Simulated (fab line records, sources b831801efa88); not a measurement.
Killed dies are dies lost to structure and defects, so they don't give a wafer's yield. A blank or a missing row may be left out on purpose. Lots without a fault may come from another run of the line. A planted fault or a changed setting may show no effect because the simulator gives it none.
Chamber matching | flow sfq_line | SFQ_TRILAYER_I7_CMP_CMP_184 on cmp-01: 4 sister chambers
The step polishes SiO2. 4 wafers are shown with their chamber, then 7 later ones without.

WAFERS WITH THEIR CHAMBER
wafer  | chamber | motor_current_A (A)
L290.1 | 1       | 9.6
L304.3 | 2       | 11.4
L305.4 | 0       | 11.7
L305.2 | 3       | 11.5

WAFERS WITHOUT THEIR CHAMBER
wafer  | motor_current_A (A)
L305.6 | 11.6
L307.2 | 11.0
L307.5 | 11.6
L307.6 | 11.1
L309.2 | 11.7
L309.3 | 12.7
L309.5 | 11.6

WHICH CHAMBER EACH WENT THROUGH
wafer  | from the rows above          | in truth
L305.6 | can't be placed: 0 or 3 or 2 | 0
L307.2 | can't be placed: 2 or 3 or 0 | 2
L307.5 | can't be placed: 0 or 3 or 2 | 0
L307.6 | can't be placed: 2 or 3 or 0 | 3
L309.2 | can't be placed: 0 or 3 or 2 | 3
L309.3 | can't be placed: 0 or 3 or 2 | 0
L309.5 | can't be placed: 0 or 3 or 2 | 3
Placed correctly: 0 of 7. Can't be placed from these rows: 7 (the true chamber is among the candidates in 7). Placed wrongly: 0.
How it was worked out, from the rows above alone: a wafer's distance from a chamber is the root of the sum, over the readings, of the square of ((its reading less the chamber's mean) divided by the reading's scatter). The wafer belongs to the nearest chamber; if the next one is less than 2 further off, it can't be placed. A chamber's mean is the mean of its shown wafers. The scatter: with one shown wafer a chamber, the root of the mean of the squares of how far each hidden wafer lies from its nearest shown one.
